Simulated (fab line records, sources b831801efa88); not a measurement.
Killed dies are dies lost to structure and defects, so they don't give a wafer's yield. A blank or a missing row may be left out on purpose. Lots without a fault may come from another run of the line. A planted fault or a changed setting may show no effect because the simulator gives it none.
Which tool did it? | flow gf180mcu | 6 lots, 18 wafers sampled, at 1 step of a route of 602

WHAT THE GAUGES READ, wafer by wafer
GF_POLY_GATE_CD_MEAS_18.
lot  | measured     | on        | cd_nm (nm)
L548 | day 9 19:28  | cd_sem-02 | 279.2 280.4 277.7
L552 | day 11 03:56 | cd_sem-01 | 278.3 282.0 281.1
L559 | day 13 06:59 | cd_sem-01 | 283.7 280.9 284.0
L564 | day 14 18:25 | cd_sem-02 | 279.0 278.4 279.7
L566 | day 15 08:02 | cd_sem-01 | 279.8 279.8 281.4
L568 | day 16 03:20 | cd_sem-01 | 282.6 280.2 282.9

WHICH TOOL RAN EACH LOT (tool, then ch and the chambers of the sampled wafers, then the start)
The record holds no process step before these readings.

THE ANSWER, worked out from the rows above alone
Rule: what is usual is taken from the lots themselves. Put in order of their means at a reading, lots are off if they are a third of the lots or fewer, leave a main group of 4 or more, and stand apart from it by a gap of 3 or more times the standard deviation of the main group's means; of several such gaps the widest counts. A main group whose means are all the same, to the digits that the tables above print for the reading, isn't used. A lot without any number at a reading at which 4 lots or more have one is off too. The other lots that the step has rows for count as sound.
No lot is off at any reading shown: from this, nothing can be told.

WHAT THE SIMULATOR HAD PUT IN
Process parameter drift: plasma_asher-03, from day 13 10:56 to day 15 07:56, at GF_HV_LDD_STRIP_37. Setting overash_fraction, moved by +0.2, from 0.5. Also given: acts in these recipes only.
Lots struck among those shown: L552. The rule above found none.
